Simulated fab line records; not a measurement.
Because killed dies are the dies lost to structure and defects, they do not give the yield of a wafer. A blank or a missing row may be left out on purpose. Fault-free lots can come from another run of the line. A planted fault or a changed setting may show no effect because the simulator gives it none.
Which tool did it? | flow sky130 | 13 lots with 39 wafers sampled at 5 steps, on a route of 708 steps

== WHAT EACH GAUGE READ, for each wafer ==
SKY_VT_ADJUST_HVTP_OVL_MEAS_08. Usual: for VT_ADJUST_HVTP_OVL the level is 0.0 nm and the standard deviation is 1.7.
lot  | measured     | on         | VT_ADJUST_HVTP_OVL (nm) | flag
L536 | day 6 07:35  | overlay-02 | 0.0 1.1 -0.3            |
L537 | day 6 15:08  | overlay-02 | 1.0 1.6 0.3             |
L538 | day 7 00:39  | overlay-02 | -0.8 -0.2 0.3           |
L539 | day 7 07:22  | overlay-02 | 1.1 -1.6 0.5            |
L540 | day 7 12:12  | overlay-02 | -1.2 -2.5 -2.1          |
L541 | day 7 16:19  | overlay-01 | -1.0 -0.6 -0.3          |
L543 | day 8 08:21  | overlay-01 | 0.2 1.5 0.7             |
L544 | day 8 11:29  | overlay-01 | 2.0 0.5 0.6             |
L550 | day 9 23:21  | overlay-02 | -2.3 -1.2 -4.8          |
L554 | day 11 02:27 | overlay-02 | -0.4 1.2 1.5            |
L556 | day 11 13:16 | overlay-01 | 1.9 1.0 -0.2            |
L557 | day 11 20:11 | overlay-01 | -1.2 0.4 -0.1           |
L558 | day 12 01:53 | overlay-01 | 0.8 5.1 1.4             |

SKY_VT_ADJUST_HVTR_CD_MEAS_07: the cd target is 380 nm. Usual: cd_nm reads 380 nm (standard deviation 3).
lot  | measured     | on        | cd_nm (nm)  | flag
L536 | day 9 14:52  | cd_sem-01 | 384 385 382 |
L537 | day 10 01:00 | cd_sem-02 | 383 383 384 |
L538 | day 10 11:02 | cd_sem-01 | 379 379 378 |
L539 | day 10 20:02 | cd_sem-02 | 380 381 380 |
L540 | day 11 00:01 | cd_sem-02 | 379 379 380 |
L541 | day 11 06:44 | cd_sem-02 | 374 376 379 |
L543 | day 11 23:12 | cd_sem-01 | 388 387 386 |
L544 | day 12 05:03 | cd_sem-01 | 380 378 379 |
L550 | day 14 01:37 | cd_sem-01 | 381 379 379 |
L554 | day 15 09:05 | cd_sem-02 | 379 379 379 |
L556 | day 15 21:17 | cd_sem-01 | 380 380 379 |
L557 | day 16 06:08 | cd_sem-01 | 375 374 374 |
L558 | day 16 11:46 | cd_sem-02 | 381 381 381 |

SKY_VT_ADJUST_HVTR_TW_MEAS_11. Usual: for VT_ADJUST_HVTR_TW the level is 210.9 and the standard deviation is 1.
lot  | measured     | on            | VT_ADJUST_HVTR_TW | flag
L536 | day 9 15:16  | film_metro-04 | 210.3 210.6 210.7 |
L537 | day 10 01:24 | film_metro-04 | 210.8 211.0 211.0 |
L538 | day 10 11:26 | film_metro-03 | 211.8 211.6 212.9 |
L539 | day 10 20:25 | film_metro-02 | 211.2 210.8 211.0 |
L540 | day 11 00:25 | film_metro-02 | 208.2 208.8 209.6 |
L541 | day 11 07:07 | film_metro-02 | 209.8 209.6 209.0 |
L543 | day 11 23:36 | film_metro-03 | 210.8 210.6 210.3 |
L544 | day 12 05:27 | film_metro-04 | 198.1 198.2 199.4 | OFF
L550 | day 14 02:02 | film_metro-04 | 198.2 199.2 198.2 | OFF
L554 | day 15 09:29 | film_metro-03 | 211.3 210.9 212.8 |
L556 | day 15 21:42 | film_metro-04 | 210.5 210.1 210.1 |
L557 | day 16 06:33 | film_metro-02 | 208.9 209.6 208.7 |
L558 | day 16 12:11 | film_metro-03 | 212.2 211.9 211.5 |

SKY_SONOS_TUNNEL_OVL_MEAS_08. Usual: for SONOS_TUNNEL_OVL the level is 0.0 nm and the standard deviation is 1.2.
lot  | measured     | on         | SONOS_TUNNEL_OVL (nm) | flag
L536 | day 11 13:50 | overlay-02 | -0.3 -0.6 -0.6        |
L537 | day 12 00:27 | overlay-02 | -1.1 -0.9 -0.4        |
L538 | day 12 11:18 | overlay-01 | -1.5 -2.0 -0.6        |
L539 | day 12 20:51 | overlay-02 | -1.0 0.1 0.3          |
L540 | day 13 01:15 | overlay-02 | 2.4 0.5 1.4           |
L541 | day 13 09:22 | overlay-02 | 0.4 0.7 0.4           |
L543 | day 14 02:29 | overlay-02 | 0.9 -1.1 0.7          |
L544 | day 14 07:35 | overlay-02 | -1.3 0.0 -0.8         |
L550 | day 16 09:44 | overlay-02 | 0.1 -0.3 0.2          |
L554 | day 17 18:33 | overlay-01 | -0.5 -0.9 0.2         |
L556 | day 18 08:50 | overlay-02 | 0.2 0.0 -0.2          |
L557 | day 18 17:50 | overlay-01 | 1.2 -0.6 1.3          |
L558 | day 19 00:11 | overlay-01 | -1.2 -0.8 0.6         |

== TOOL THAT RAN EACH LOT (tool first, then ch and the chambers of the sampled wafers, then the start) ==
lot  | SKY_VT_ADJUST_HVTR_IMPLANT_09
L536 | implanter-02 ch 0, day 9 15:01
L537 | implanter-03 ch 0, day 10 01:09
L538 | implanter-04 ch 0, day 10 11:12
L539 | implanter-04 ch 0, day 10 20:12
L540 | implanter-03 ch 0, day 11 00:11
L541 | implanter-03 ch 0, day 11 06:54
L543 | implanter-04 ch 0, day 11 23:21
L544 | implanter-04 ch 0, day 12 05:12
L550 | implanter-04 ch 0, day 14 01:47
L554 | implanter-03 ch 0, day 15 09:15
L556 | implanter-02 ch 0, day 15 21:27
L557 | implanter-04 ch 0, day 16 06:18
L558 | implanter-02 ch 0, day 16 11:56
- SKY_VT_ADJUST_HVTR_IMPLANT_09

== WHAT THE TOOLS THEMSELVES READ (means of the sampled wafers that have a number; where no wafer has one, the mark that the record gives instead) ==
SKY_VT_ADJUST_HVTR_IMPLANT_09. Usual: beam_on_s 10.03 s, standard deviation 0.22; faraday_current_uA 11.81, standard deviation 0.26.
lot  | tool         | beam_on_s (s) | faraday_current_uA | flag
L536 | implanter-02 | 9.86          | 11.97              |
L537 | implanter-03 | 9.99          | 11.87              |
L538 | implanter-04 | 10.03         | 11.81              |
L539 | implanter-04 | 9.82          | 12.05              |
L540 | implanter-03 | 10.04         | 11.78              |
L541 | implanter-03 | 10.02         | 11.83              |
L543 | implanter-04 | 9.99          | 11.88              |
L544 | implanter-04 | 8.40          | 14.08              | OFF
L550 | implanter-04 | 8.03          | 14.72              | OFF
L554 | implanter-03 | 9.98          | 11.87              |
L556 | implanter-02 | 10.01         | 11.86              |
L557 | implanter-04 | 9.98          | 11.89              |
L558 | implanter-02 | 10.05         | 11.77              |

== THE ANSWER, worked out from the rows above alone ==
Rule: lot off if the mean of its wafers having a number is beyond 3 standard deviations from the usual mean. A lot without any number at a reading at which 4 lots or more have one is off too. Any other lot the step has rows for is counted as sound. First the gauges in route order, then the tools' own readings, where a lot's mean is used as printed above. The first step at which some lot is off is used, and at that step the reading that is off furthest; a lot without a number counts as furthest.
Off: L544, L550, at SKY_VT_ADJUST_HVTR_TW_MEAS_11 (VT_ADJUST_HVTR_TW).
If a tool, at a process step before that reading, ran all the lots that are off and no sound lot after the first of them, it fits. The gauges at SKY_VT_ADJUST_HVTR_TW_MEAS_11 aren't tried: what is off there is off at SKY_VT_ADJUST_HVTR_IMPLANT_09 too, on other tools, and a gauge's error can't cause that. Not one of the candidates tried fits.

== WHAT THE SIMULATOR HAD PUT IN ==
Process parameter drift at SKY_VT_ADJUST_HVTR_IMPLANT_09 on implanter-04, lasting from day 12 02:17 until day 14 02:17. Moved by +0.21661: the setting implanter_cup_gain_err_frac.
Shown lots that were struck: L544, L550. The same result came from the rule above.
